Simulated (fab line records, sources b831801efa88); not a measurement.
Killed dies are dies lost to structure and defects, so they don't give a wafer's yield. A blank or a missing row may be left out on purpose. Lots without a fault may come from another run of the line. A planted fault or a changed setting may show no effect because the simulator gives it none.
A struck lot beside a sound one | flow sky130 | 18 steps out of a route of 708
Sound: wafers L728.3, L728.5, L728.6. Struck: wafers L736.4, L736.6. (L736.3 of the same lot was not struck and is left out.) The cause comes at the end.
At each step with rows: each side's tool, then ch and its chambers, then its first start. Under that, the readings that differ: sound wafers | struck wafers | difference of the means | sigmas: that difference in standard deviations of wafers without a fault.
alike: readings whose means differ by less than 2 such deviations, and words and numbers that are the same on both sides. not compared: withheld readings, readings that some wafer has no value for, bounds like >300 that may hide the same value, and numbers for which the record gives no deviation and whose values overlap.
The two part at a step that has a row with sigmas, a row that says differs or no value, or rows on one side only. Numbers that don't overlap but have no deviation are shown without sigmas and don't part them. A reading that every wafer of one side lacks parts them only if that side has two wafers or more.

first, 4 steps without rows for these wafers: SKY_METAL1_STRIP_21 (strips in post etch residue remover, time 1200 s); SKY_METAL1_CLEAN_22 (cleans in IPA, time 180 s); SKY_METAL1_CLEAN_23 (cleans in O3/DIW); SKY_VIA1_HDPCVD_00 (deposits SiO2, target thk 1030 nm, time 171.7 s).
SKY_VIA1_THK_MEAS_01:
  sound on film_metro-01, day 34 22:23; struck on film_metro-01, day 37 20:49
  reading              | sound          | struck    | difference | sigmas
  VIA1_HDPCVD_THK (nm) | 1053 1031 1050 | 1020 1012 | -29        | -3
SKY_VIA1_CMP_02: polishes SiO2.
  sound on cmp-01 ch 0,1,2, day 34 22:35; struck on cmp-02 ch 2, day 37 20:54
  alike: edge_zone_pressure_frac, motor_current_A, retaining_ring_pressure_frac
SKY_VIA1_BOW_MEAS_03:
  sound on film_metro-01, day 34 22:48; struck on film_metro-03, day 37 21:11
  alike: VIA1_BOW
then, 5 steps without rows for these wafers: SKY_VIA1_DEHYDRATE_04 (time 60 s); SKY_VIA1_HMDS_05 (prime time 60 s); SKY_VIA1_COAT_06 (resist thk 60 nm); SKY_VIA1_COAT_07 (resist thk 450 nm); SKY_VIA1_SOFTBAKE_08 (time 90 s).
SKY_VIA1_EXPOSE_09: exposes mask VIM, target cd 150 nm.
  sound on krf_scanner-01 ch 0, day 35 11:17; struck on krf_scanner-01 ch 0, day 38 11:29
  reading            | sound             | struck      | difference | sigmas
  reticle_temp_C (C) | 23.01 23.20 23.12 | 22.74 22.95 | -0.27      | -2
  alike: mask, focus_offset_nm
then, 2 steps without rows for these wafers: SKY_VIA1_PEB_10; SKY_VIA1_DEVELOP_11 (develop time 60 s).
SKY_VIA1_CD_MEAS_12: target cd 150 nm.
  sound on cd_sem-01, day 36 01:03; struck on cd_sem-01, day 38 23:40
  reading    | sound             | struck | difference                    | sigmas
  cd_nm (nm) | 149.4 148.7 148.2 | - -    | no value on the struck wafers |
SKY_VIA1_OVL_MEAS_13:
  sound on overlay-01, day 36 01:08; struck on overlay-01, day 38 23:46
  reading       | sound  | struck | difference                    | sigmas
  VIA1_OVL (nm) | 3 5 -2 | - -    | no value on the struck wafers |
SKY_VIA1_ETCH_14: etches BARC in N2/H2, stops on SiO2, time 45.9 s, target depth 60 nm.
  sound on rie_diel-02 ch 0,3, day 36 01:10; struck on rie_diel-01 ch 1,2, day 38 23:47
  alike: drypump_motor_current_A, oes_product_au, throttle_valve_pct
  not compared: rf_hours_counter_h

WHERE THEY PART
First at SKY_VIA1_THK_MEAS_01; last, within this record, at SKY_VIA1_OVL_MEAS_13. Later steps at which nothing parts them and some readings are alike: SKY_VIA1_ETCH_14.

WHY: what the simulator had put in
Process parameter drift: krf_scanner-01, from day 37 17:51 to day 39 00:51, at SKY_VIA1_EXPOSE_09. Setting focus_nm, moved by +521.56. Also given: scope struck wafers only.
